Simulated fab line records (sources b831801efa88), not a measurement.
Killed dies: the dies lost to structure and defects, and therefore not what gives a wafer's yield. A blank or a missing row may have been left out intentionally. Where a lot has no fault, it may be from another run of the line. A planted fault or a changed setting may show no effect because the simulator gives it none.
fab line records + flow sfq_line
record:
- lots: 6
- wafers: 18
- last_day: 80
route steps=325 shown I5@235 C5@240
lots that met no fault: taken from a fault-free run of the same line
start_h: hours from the record's opening day to when the first of the lot's shown wafers began + wait_h: time in hours since the lot's previous step + " repeats the value in the row above + L1.1+2: several wafers, shown together as one row + - no value, or no start was given + * or withheld: withheld + < > ~ a bound
route shown NAME@n: a module of which the file shows steps, and the number in the route of the first + usual: mean/standard deviation of fault-free wafers + same: alike in all rows + chamber/n: place in a boat + sites: per-site readings + _std_site: standard deviation of those values + _edge_site: outer sites' mean less inner sites' + radius_mm: how far each site lies from the wafer's centre + mask NAME#n: copy n + behind: tool/chamber where the wafer was last shaped + hold: cause of the lot's hold/its duration in hours/its outcome + device: the n, p or np transistor that did not switch + end of line: the same wafers' tests at the end of the route + a step given without rows: its recipe and nothing more + killed: at the first sort, the dies lost to defects and structure; wafer yield is something else + map: dies across one wafer; x = killed, . = not, _ = none there
set.NAME: the setting as run; set.NAME@STEP: as run at that earlier step + model.NAME: the simulator's own value behind a step, which no gauge read
a table for each step, a row for each wafer; lots at some steps of the route
services: when a tool's chamber went out of use (start_h, in hours from the record's first day, below 0 if earlier), for how many hours, and the reason
== steps ==
step: SFQ_I5_OVL_MEAS_936
usual:
- I5_OVL: 0/5.8
| lot.wafer | tool       | chamber | start_h | wait_h | I5_OVL[nm] |
|-----------|------------|---------|---------|--------|------------|
| L898.1    | overlay-02 | -       | 1407.09 | 0.1    | 5          |
| L898.5    | "          | -       | "       | "      | 8          |
| L898.6    | "          | -       | "       | "      | 8          |
| L905.1    | overlay-02 | -       | 1474.81 | 0.1    | -8         |
| L905.2    | "          | -       | "       | "      | -1         |
| L905.3    | "          | -       | "       | "      | -14        |
| L908.2    | overlay-02 | -       | 1516.94 | 0.1    | 4          |
| L908.5    | "          | -       | "       | "      | 4          |
| L908.6    | "          | -       | "       | "      | 2          |
| L909.2    | overlay-02 | -       | 1519.34 | 0.1    | 11         |
| L909.3    | "          | -       | "       | "      | -5         |
| L909.6    | "          | -       | "       | "      | 2          |
| L914.2    | overlay-02 | -       | 1532.54 | 0.1    | 4          |
| L914.3    | "          | -       | "       | "      | 3          |
| L914.5    | "          | -       | "       | "      | 0          |
| L917.3    | overlay-01 | -       | 1561.19 | 0.1    | 5          |
| L917.4    | "          | -       | "       | "      | 7          |
| L917.5    | "          | -       | "       | "      | 3          |
step: SFQ_TRILAYER_I5_BARC_OPEN_VIA_ETCH_200
recipe:
- mask_material: PR
- chemistry: O2
- target_depth_nm: 125
- target: BARC
- source_w: 500
- bias_w: 80
- pressure_mtorr: 30
- time_s: 41.7
usual:
- drypump_motor_current_A: 5.7/0.43
- oes_product_au: 0.685/0.0047
- rf_fwd_power_W: 495.4/2
| lot.wafer | tool        | chamber | start_h | wait_h | drypump_motor_current_A | oes_product_au | rf_fwd_power_W | rf_hours_counter_h |
|-----------|-------------|---------|---------|--------|-------------------------|----------------|----------------|--------------------|
| L898.1    | rie_diel-02 | 1       | 1407.12 | 0.0    | 5.4                     | 0.676          | 496.1          | 20                 |
| L898.5    | "           | 2       | "       | "      | 5.8                     | 0.686          | 501.7          | -                  |
| L898.6    | "           | 3       | "       | "      | 5.8                     | 0.686          | 495.9          | -                  |
| L905.1    | rie_diel-02 | 3       | 1474.84 | 0.0    | 5.8                     | 0.683          | 498.2          | 6                  |
| L905.2    | "           | 2       | "       | "      | 5.8                     | 0.694          | 494.8          | 13                 |
| L905.3    | "           | 1       | "       | "      | 5.4                     | 0.679          | 496.9          | 20                 |
| L908.2    | rie_diel-04 | 2       | 1516.97 | 0.0    | 6.0                     | 0.684          | 495.2          | 5                  |
| L908.5    | "           | 3       | "       | "      | 5.3                     | 0.680          | 493.9          | -                  |
| L908.6    | "           | 2       | "       | "      | 6.0                     | 0.686          | 496.9          | -                  |
| L909.2    | rie_diel-03 | 3       | 1519.37 | 0.0    | 5.9                     | 0.682          | 494.8          | 3                  |
| L909.3    | "           | 2       | "       | "      | 5.7                     | 0.678          | 497.9          | 7                  |
| L909.6    | "           | 1       | "       | "      | 5.4                     | 0.686          | 492.7          | -                  |
| L914.2    | rie_diel-03 | 2       | 1532.57 | 0.0    | 5.7                     | 0.687          | 494.3          | 8                  |
| L914.3    | "           | 1       | "       | "      | 5.4                     | 0.683          | 495.2          | 22                 |
| L914.5    | "           | 0       | "       | "      | 4.8                     | 0.685          | 495.9          | -                  |
| L917.3    | rie_diel-04 | 2       | 1561.21 | 0.0    | 6.0                     | 0.677          | 498.7          | 6                  |
| L917.4    | "           | 1       | "       | "      | 6.6                     | 0.685          | 495.1          | 13                 |
| L917.5    | "           | 1       | "       | "      | 6.6                     | 0.678          | 492.8          | -                  |
step: SFQ_TRILAYER_I5_ETCH_VIA_ETCH_147
recipe:
- stop_on: Nb
- mask_material: PR
- chemistry: CHF3
- target_depth_nm: 360
- source_w: 500
- bias_w: 80
- pressure_mtorr: 30
- time_s: withheld
usual:
- drypump_motor_current_A: 5.7/0.44
- oes_product_au: 0.988/0.0076
- rf_fwd_power_W: 498.9/1.4
| lot.wafer | tool        | chamber | start_h | wait_h | drypump_motor_current_A | oes_product_au | rf_fwd_power_W |
|-----------|-------------|---------|---------|--------|-------------------------|----------------|----------------|
| L898.1    | rie_diel-02 | 1       | 1407.16 | 0.0    | 5.4                     | 0.997          | 499.0          |
| L898.5    | "           | 2       | "       | "      | 5.8                     | 0.977          | 500.3          |
| L898.6    | "           | 3       | "       | "      | 5.8                     | 0.991          | 498.2          |
| L905.1    | rie_diel-02 | 3       | 1474.88 | 0.0    | 5.8                     | 0.999          | 497.5          |
| L905.2    | "           | 2       | "       | "      | 5.8                     | 0.978          | 499.6          |
| L905.3    | "           | 1       | "       | "      | 5.5                     | 0.988          | 495.6          |
| L908.2    | rie_diel-04 | 2       | 1517.01 | 0.0    | 6.0                     | 0.990          | 498.0          |
| L908.5    | "           | 3       | "       | "      | 5.3                     | 0.989          | 502.2          |
| L908.6    | "           | 2       | "       | "      | 6.0                     | 0.988          | 498.7          |
| L909.2    | rie_diel-03 | 3       | 1519.41 | 0.0    | 5.8                     | 0.995          | 498.8          |
| L909.3    | "           | 2       | "       | "      | 5.7                     | 0.993          | 500.6          |
| L909.6    | "           | 1       | "       | "      | 5.4                     | 0.988          | 497.3          |
| L914.2    | rie_diel-03 | 2       | 1532.61 | 0.0    | 5.7                     | 0.993          | 499.2          |
| L914.3    | "           | 1       | "       | "      | 5.4                     | 0.984          | 498.4          |
| L914.5    | "           | 0       | "       | "      | 4.8                     | 0.979          | 500.3          |
| L917.3    | rie_diel-04 | 2       | 1561.25 | 0.0    | 6.0                     | 0.995          | 499.3          |
| L917.4    | "           | 1       | "       | "      | 6.6                     | 0.980          | 498.9          |
| L917.5    | "           | 1       | "       | "      | 6.6                     | 0.991          | 498.4          |
step: SFQ_TRILAYER_I5_STRIP_STRIP_148
recipe:
- gas: O2
- power_w: 200
- platen_temp_c: 40
- overash_fraction: 0.65
- chemistry: O2
- pressure_mtorr: 50
usual:
- drypump_motor_current_A: 5.3/0.38
- oes_product_au: 1.011/0.011
| lot.wafer | tool         | chamber | start_h | wait_h | drypump_motor_current_A | oes_product_au | rf_hours_counter_h |
|-----------|--------------|---------|---------|--------|-------------------------|----------------|--------------------|
| L898.1    | rie_metal-01 | 1       | 1407.31 | -      | 5.2                     | 1.014          | 16                 |
| L898.5    | "            | 1       | "       | "      | 5.2                     | 1.026          | -                  |
| L898.6    | "            | 0       | "       | "      | 5.1                     | 1.022          | -                  |
| L905.1    | rie_metal-02 | 1       | 1475.03 | -      | 5.9                     | 1.017          | 34                 |
| L905.2    | "            | 0       | "       | "      | 5.7                     | 1.007          | 78                 |
| L905.3    | "            | 0       | "       | "      | 5.8                     | 1.017          | -                  |
| L908.2    | rie_metal-01 | 0       | 1517.16 | -      | 5.1                     | 1.002          | 55                 |
| L908.5    | "            | 1       | "       | "      | 5.2                     | 1.010          | -                  |
| L908.6    | "            | 0       | "       | "      | 5.1                     | 1.008          | -                  |
| L909.2    | rie_metal-01 | 1       | 1519.56 | -      | 5.2                     | 1.006          | 32                 |
| L909.3    | "            | 1       | "       | "      | 5.2                     | 0.999          | -                  |
| L909.6    | "            | 0       | "       | "      | 5.1                     | 1.000          | -                  |
| L914.2    | rie_metal-01 | 1       | 1532.76 | -      | 5.1                     | 1.008          | 35                 |
| L914.3    | "            | 0       | "       | "      | 5.1                     | 1.009          | -                  |
| L914.5    | "            | 0       | "       | "      | 5.1                     | 1.007          | -                  |
| L917.3    | rie_metal-02 | 1       | 1561.60 | -      | 5.9                     | 0.994          | -                  |
| L917.4    | "            | 0       | "       | "      | 5.7                     | 1.017          | -                  |
| L917.5    | "            | 0       | "       | "      | 5.8                     | 1.015          | -                  |
step: SFQ_TRILAYER_I5_STRIP_SOLV_CLEAN_149
recipe:
- chemistry: NMP
- temp_c: 70
- time_s: 600
step: SFQ_TRILAYER_C5_LITHO_COAT_156
recipe:
- resist: BARC
- spin_rpm: 3000
- resist_thk_nm: 62
step: SFQ_TRILAYER_C5_LITHO_COAT_151
recipe:
- resist: KrF
- spin_rpm: 3000
- resist_thk_nm: 650
step: SFQ_TRILAYER_C5_LITHO_SOFTBAKE_155
recipe:
- temp_c: withheld
- time_s: withheld
- resist: KrF
step: SFQ_TRILAYER_C5_LITHO_EXPOSE_152
recipe:
- mask_id: C5
- na: 0.6
- source_shape: conventional
- sigma_outer: 0.65
- target_cd_nm: 500
- dose_mj: 21.3
step: SFQ_TRILAYER_C5_LITHO_PEB_154
recipe:
- peb_temp_c: 115
- peb_time_s: 60
- resist: KrF
step: SFQ_TRILAYER_C5_LITHO_DEVELOP_153
recipe:
- time_s: 60
- resist: KrF
step: SFQ_C5_OVL_MEAS_937
usual:
- C5_OVL: 0/5.7
| lot.wafer | tool       | chamber | start_h | wait_h | C5_OVL[nm] |
|-----------|------------|---------|---------|--------|------------|
| L898.1    | overlay-01 | -       | 1521.97 | 0.1    | -6         |
| L898.5    | "          | -       | "       | "      | -2         |
| L898.6    | "          | -       | "       | "      | -4         |
| L905.1    | overlay-01 | -       | 1581.97 | 0.1    | -15        |
| L905.2    | "          | -       | "       | "      | -11        |
| L905.3    | "          | -       | "       | "      | -8         |
| L908.2    | overlay-01 | -       | 1608.19 | 0.1    | -3         |
| L908.5    | "          | -       | "       | "      | 0          |
| L908.6    | "          | -       | "       | "      | -4         |
| L909.2    | overlay-02 | -       | 1629.81 | 0.1    | -3         |
| L909.3    | "          | -       | "       | "      | -6         |
| L909.6    | "          | -       | "       | "      | -1         |
| L914.2    | overlay-01 | -       | 1643.99 | 0.1    | 5          |
| L914.3    | "          | -       | "       | "      | -7         |
| L914.5    | "          | -       | "       | "      | -5         |
| L917.3    | overlay-02 | -       | 1663.33 | 0.1    | 2          |
| L917.4    | "          | -       | "       | "      | 9          |
| L917.5    | "          | -       | "       | "      | 7          |
step: SFQ_TRILAYER_C5_BARC_OPEN_VIA_ETCH_210
recipe:
- mask_material: PR
- chemistry: O2
- target_depth_nm: 125
- target: BARC
- source_w: 500
- bias_w: 80
- pressure_mtorr: 30
- time_s: 41.7
usual:
- drypump_motor_current_A: 5.8/0.35
- oes_product_au: 0.685/0.0049
- rf_fwd_power_W: 494.9/2
| lot.wafer | tool        | chamber | start_h | wait_h | drypump_motor_current_A | oes_product_au | rf_fwd_power_W | rf_hours_counter_h | model.KrF_of_TRILAYER_C5_LITHO_COAT_151.thk_nm |
|-----------|-------------|---------|---------|--------|-------------------------|----------------|----------------|--------------------|------------------------------------------------|
| L898.1    | rie_diel-04 | 0       | 1522.01 | 0.0    | 5.7                     | 0.691          | 496.1          | 15                 | 577.5                                          |
| L898.5    | "           | 0       | "       | "      | 5.8                     | 0.672          | 495.0          | -                  | 576.5                                          |
| L898.6    | "           | 3       | "       | "      | 5.3                     | 0.690          | 490.3          | -                  | 575.7                                          |
| L905.1    | rie_diel-02 | 1       | 1582.01 | 0.0    | 5.4                     | 0.682          | 496.4          | 1                  | 576.2                                          |
| L905.2    | "           | 2       | "       | "      | 5.9                     | 0.683          | 498.5          | 14                 | 579.2                                          |
| L905.3    | "           | 0       | "       | "      | 6.0                     | 0.682          | 497.0          | 3                  | 578                                            |
| L908.2    | rie_diel-04 | 0       | 1608.22 | 0.0    | 5.7                     | 0.687          | 494.9          | 17                 | 576.2                                          |
| L908.5    | "           | 0       | "       | "      | 5.7                     | 0.686          | 495.8          | -                  | 574                                            |
| L908.6    | "           | 1       | "       | "      | 6.6                     | 0.684          | 492.6          | -                  | 576                                            |
| L909.2    | rie_diel-04 | 3       | 1629.84 | 0.0    | 5.3                     | 0.687          | 493.9          | 12                 | 571.9                                          |
| L909.3    | "           | 0       | "       | "      | 5.7                     | 0.692          | 495.7          | 17                 | 575.6                                          |
| L909.6    | "           | 0       | "       | "      | 5.7                     | 0.684          | 497.8          | -                  | 574.8                                          |
| L914.2    | rie_diel-02 | 3       | 1644.02 | 0.0    | 5.8                     | 0.681          | 296.2          | 9                  | 590.1                                          |
| L914.3    | "           | 1       | "       | "      | 5.4                     | 0.692          | 296.7          | 2                  | 592.4                                          |
| L914.5    | "           | 2       | "       | "      | 5.8                     | 0.687          | 295.2          | -                  | 591                                            |
| L917.3    | rie_diel-02 | 2       | 1663.36 | 0.0    | 5.8                     | 0.691          | 294.8          | 16                 | 596.6                                          |
| L917.4    | "           | 3       | "       | "      | 5.8                     | 0.688          | 295.9          | 9                  | 594.9                                          |
| L917.5    | "           | 2       | "       | "      | 5.8                     | 0.685          | 293.3          | -                  | 596.4                                          |
step: SFQ_TRILAYER_C5_ETCH_VIA_ETCH_154
recipe:
- target: SiO2
- mask_material: PR
- chemistry: CHF3
- target_depth_nm: 84
- source_w: 500
- bias_w: 80
- pressure_mtorr: 30
- time_s: withheld
- stop_on: Nb
usual:
- drypump_motor_current_A: 5.8/0.35
- oes_product_au: 0.895/0.0093
- rf_fwd_power_W: 495.9/1.9
| lot.wafer | tool        | chamber | start_h | wait_h | drypump_motor_current_A | oes_product_au | rf_fwd_power_W | model.KrF_of_TRILAYER_C5_LITHO_COAT_151.thk_nm |
|-----------|-------------|---------|---------|--------|-------------------------|----------------|----------------|------------------------------------------------|
| L898.1    | rie_diel-04 | 0       | 1522.05 | 0.0    | 5.7                     | 0.902          | 493.0          | 563.1                                          |
| L898.5    | "           | 0       | "       | "      | 5.7                     | 0.899          | 495.5          | 562.2                                          |
| L898.6    | "           | 3       | "       | "      | 5.3                     | 0.904          | 493.9          | 560.9                                          |
| L905.1    | rie_diel-02 | 1       | 1582.05 | 0.0    | 5.5                     | 0.900          | 498.4          | 561.8                                          |
| L905.2    | "           | 2       | "       | "      | 5.9                     | 0.898          | 494.6          | 565.2                                          |
| L905.3    | "           | 0       | "       | "      | 6.0                     | 0.875          | 495.8          | 563.5                                          |
| L908.2    | rie_diel-04 | 0       | 1608.26 | 0.0    | 5.7                     | 0.888          | 497.2          | 562.1                                          |
| L908.5    | "           | 0       | "       | "      | 5.7                     | 0.905          | 499.4          | 560                                            |
| L908.6    | "           | 1       | "       | "      | 6.6                     | 0.920          | 493.7          | 561.8                                          |
| L909.2    | rie_diel-04 | 3       | 1629.88 | 0.0    | 5.3                     | 0.881          | 495.4          | 557.3                                          |
| L909.3    | "           | 0       | "       | "      | 5.7                     | 0.896          | 494.4          | 561.4                                          |
| L909.6    | "           | 0       | "       | "      | 5.7                     | 0.890          | 497.2          | 560.7                                          |
| L914.2    | rie_diel-02 | 3       | 1644.06 | 0.0    | 5.8                     | 0.893          | 495.8          | 575                                            |
| L914.3    | "           | 1       | "       | "      | 5.4                     | 0.882          | 495.4          | 578.3                                          |
| L914.5    | "           | 2       | "       | "      | 5.8                     | 0.899          | 496.2          | 577.1                                          |
| L917.3    | rie_diel-02 | 2       | 1663.40 | 0.0    | 5.8                     | 0.894          | 496.8          | 582.6                                          |
| L917.4    | "           | 3       | "       | "      | 5.8                     | 0.902          | 496.8          | 580                                            |
| L917.5    | "           | 2       | "       | "      | 5.8                     | 0.901          | 497.2          | 582.3                                          |
step: SFQ_TRILAYER_C5_STRIP_STRIP_155
recipe:
- gas: O2
- power_w: 200
- platen_temp_c: 40
- overash_fraction: 0.65
- chemistry: O2
- pressure_mtorr: 50
usual:
- drypump_motor_current_A: 5.24/0.15
- oes_product_au: 1.005/0.0096
| lot.wafer | tool         | chamber | start_h | wait_h | drypump_motor_current_A | oes_product_au | rf_hours_counter_h |
|-----------|--------------|---------|---------|--------|-------------------------|----------------|--------------------|
| L898.1    | rie_metal-03 | 1       | 1522.10 | -      | 5.43                    | 0.996          | 0                  |
| L898.5    | "            | 0       | "       | "      | 5.32                    | 1.003          | -                  |
| L898.6    | "            | 1       | "       | "      | 5.42                    | 1.011          | -                  |
| L905.1    | rie_metal-03 | 0       | 1582.10 | -      | 5.32                    | 0.996          | 19                 |
| L905.2    | "            | 1       | "       | "      | 5.41                    | 1.011          | 11                 |
| L905.3    | "            | 1       | "       | "      | 5.43                    | 1.005          | -                  |
| L908.2    | rie_metal-03 | 1       | 1608.30 | -      | 5.42                    | 1.008          | 14                 |
| L908.5    | "            | 1       | "       | "      | 5.42                    | 1.013          | -                  |
| L908.6    | "            | 0       | "       | "      | 5.30                    | 0.996          | -                  |
| L909.2    | rie_metal-03 | 0       | 1629.93 | -      | 5.30                    | 0.999          | 27                 |
| L909.3    | "            | 1       | "       | "      | 5.41                    | 1.012          | -                  |
| L909.6    | "            | 0       | "       | "      | 5.30                    | 0.999          | -                  |
| L914.2    | rie_metal-01 | 1       | 1644.10 | -      | 5.17                    | 1.000          | 56                 |
| L914.3    | "            | 0       | "       | "      | 5.06                    | 0.993          | -                  |
| L914.5    | "            | 0       | "       | "      | 5.07                    | 1.011          | -                  |
| L917.3    | rie_metal-03 | 0       | 1663.64 | -      | 5.31                    | 1.007          | -                  |
| L917.4    | "            | 1       | "       | "      | 5.42                    | 1.006          | -                  |
| L917.5    | "            | 0       | "       | "      | 5.31                    | 1.005          | -                  |
== services ==
| tool         | chamber | start_h | hours | kind                          |
|--------------|---------|---------|-------|-------------------------------|
| rie_metal-03 | -       | 1391.84 | 1.2   | repair                        |
| rie_metal-03 | 0       | 1400.56 | 18.8  | repair                        |
| rie_diel-02  | 2       | 1412.48 | 3.1   | repair                        |
| rie_metal-01 | -       | 1420.45 | 0.4   | repair                        |
| rie_diel-03  | -       | 1452.12 | 0.3   | repair                        |
| rie_metal-03 | 0       | 1470.63 | -     | clean                         |
| rie_metal-03 | 0       | 1470.63 | -     | consumable_replace:focus_ring |
| rie_metal-03 | 0       | 1470.63 | 21.3  | scheduled_down                |
| rie_metal-03 | 0       | 1470.63 | 21.3  | vent_cycle                    |
| rie_diel-03  | 1       | 1480.81 | 9.8   | repair                        |
| rie_metal-02 | -       | 1495.19 | 0.2   | repair                        |
| rie_metal-03 | 1       | 1498.24 | -     | clean                         |
| rie_metal-02 | -       | 1498.49 | 0.2   | repair                        |
| rie_diel-02  | -       | 1505.12 | 28.1  | pm                            |
| rie_diel-04  | 0       | 1525.11 | 2.0   | repair                        |
| rie_diel-02  | 1       | 1533.22 | -     | clean                         |
| rie_diel-02  | 1       | 1533.22 | 13.8  | scheduled_down                |
| rie_diel-02  | 1       | 1533.22 | 13.8  | vent_cycle                    |
| rie_metal-01 | 0       | 1556.29 | 14.0  | repair                        |
| rie_diel-03  | 0       | 1556.52 | 8.0   | repair                        |
| rie_diel-02  | 0       | 1616.96 | 35.2  | repair                        |
| rie_metal-01 | 1       | 1624.47 | 7.3   | repair                        |
| rie_diel-04  | 3       | 1642.58 | 6.8   | repair                        |
| rie_diel-03  | -       | 1659.97 | 1.6   | repair                        |
== key ==
first_sign:
- step: SFQ_TRILAYER_C5_BARC_OPEN_VIA_ETCH_210
- reading: rf_fwd_power_W
- direction: down
- sigmas: 98
- usual: 494.9
- struck: 295.3
effect none on later readings
model_effect:
- step: SFQ_TRILAYER_C5_BARC_OPEN_VIA_ETCH_210
- value: KrF_of_TRILAYER_C5_LITHO_COAT_151.thk_nm
- without: 576.3
- struck: 593.6
model_effect:
- step: SFQ_TRILAYER_C5_ETCH_VIA_ETCH_154
- value: KrF_of_TRILAYER_C5_LITHO_COAT_151.thk_nm
- without: 562
- struck: 579.2
met_at SFQ_TRILAYER_C5_BARC_OPEN_VIA_ETCH_210
struck_wafers L914.2,L914.3,L914.5,L917.3,L917.4,L917.5
onset_between 1582.01 1644.02
fault:
- kind: process_parameter_drift
- tool: rie_diel-02
- chamber: -
- onset_h: 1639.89
- steps: SFQ_TRILAYER_C5_BARC_OPEN_VIA_ETCH_210
- channel: source_w
- offset: -200
- shape: step
- end_h: 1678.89
- acts_in: these_recipes_only
- stated: 500
